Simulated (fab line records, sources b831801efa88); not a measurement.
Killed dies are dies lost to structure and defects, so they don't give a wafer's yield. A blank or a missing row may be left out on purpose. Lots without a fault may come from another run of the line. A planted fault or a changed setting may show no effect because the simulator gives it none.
Chamber matching | flow sky130 | SKY_VIA4_CMP_21 on cmp-02: 4 sister chambers
The step polishes, stops on SiO2, t overpolish 25 s, target thk 0 nm. 4 wafers are shown with their chamber, then 9 later ones without.

WAFERS WITH THEIR CHAMBER
wafer  | chamber | motor_current_A (A)
L579.5 | 0       | 10.8
L589.1 | 1       | 9.8
L589.5 | 3       | 13.4
L589.6 | 2       | 9.5

WAFERS WITHOUT THEIR CHAMBER
wafer  | motor_current_A (A)
L592.1 | 13.4
L592.3 | 9.1
L592.6 | 9.0
L593.1 | 9.4
L593.2 | 10.9
L593.3 | 9.3
L595.3 | 11.7
L595.5 | 9.3
L595.6 | 9.6

WHICH CHAMBER EACH WENT THROUGH
wafer  | from the rows above     | in truth
L592.1 | 3                       | 3
L592.3 | can't be placed: 2 or 1 | 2
L592.6 | can't be placed: 2 or 1 | 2
L593.1 | can't be placed: 2 or 1 | 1
L593.2 | 0                       | 0
L593.3 | can't be placed: 2 or 1 | 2
L595.3 | 0                       | 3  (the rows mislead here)
L595.5 | can't be placed: 2 or 1 | 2
L595.6 | can't be placed: 2 or 1 | 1
Placed correctly: 2 of 9. Can't be placed from these rows: 6 (the true chamber is among the candidates in 6). Placed wrongly: 1.
How it was worked out, from the rows above alone: a wafer's distance from a chamber is the root of the sum, over the readings, of the square of ((its reading less the chamber's mean) divided by the reading's scatter). The wafer belongs to the nearest chamber; if the next one is less than 2 further off, it can't be placed. A chamber's mean is the mean of its shown wafers. The scatter: with one shown wafer a chamber, the root of the mean of the squares of how far each hidden wafer lies from its nearest shown one.
